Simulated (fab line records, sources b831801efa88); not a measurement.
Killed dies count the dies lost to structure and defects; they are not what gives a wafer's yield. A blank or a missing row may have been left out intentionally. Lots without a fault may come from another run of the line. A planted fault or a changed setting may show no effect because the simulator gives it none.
Matching of chambers ; flow gf180mcu ; cmp-01 running GF_V5_CMP_04: 4 sister chambers
The step polishes SiO2. 8 wafers are shown with their chamber, then 8 later ones without.

== WAFERS PAIRED WITH THEIR CHAMBERS ==
wafer;chamber;motor_current_A (A)
L671.4;2;10.7
L673.1;1;15.6
L674.1;1;15.3
L674.4;3;8.6
L677.1;0;12.2
L677.4;3;8.7
L677.5;2;10.8
L680.2;0;12.2

== WAFERS WITH NO CHAMBER GIVEN ==
wafer;motor_current_A (A)
L680.3;11.4
L680.4;14.6
L686.1;12.2
L686.4;14.8
L686.6;14.7
L688.1;8.9
L688.2;10.5
L688.5;11.9

== WHICH CHAMBER EACH ONE RAN IN ==
wafer;from the rows above;in truth
L680.3;can't be placed: 2 or 0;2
L680.4;1;1
L686.1;0;0
L686.4;1;1
L686.6;1;1
L688.1;3;3
L688.2;2;2
L688.5;0;0
Correct placement for 7 of the 8. From these rows, 1 cannot be placed; in 1 the true chamber is one of the candidates. 0 placed wrongly.
How it was worked out, from the rows above alone: a wafer's distance from a chamber is the root of the sum, over the readings, of the square of ((its reading less the chamber's mean) divided by the reading's scatter). The wafer belongs to the nearest chamber; if the next one is less than 2 further off, it can't be placed. For every chamber, the mean is computed from those of its wafers that are shown. The scatter: take each reading less its chamber's mean, square it, sum over the shown wafers, divide by the number of wafers less the number of chambers, and take the root.
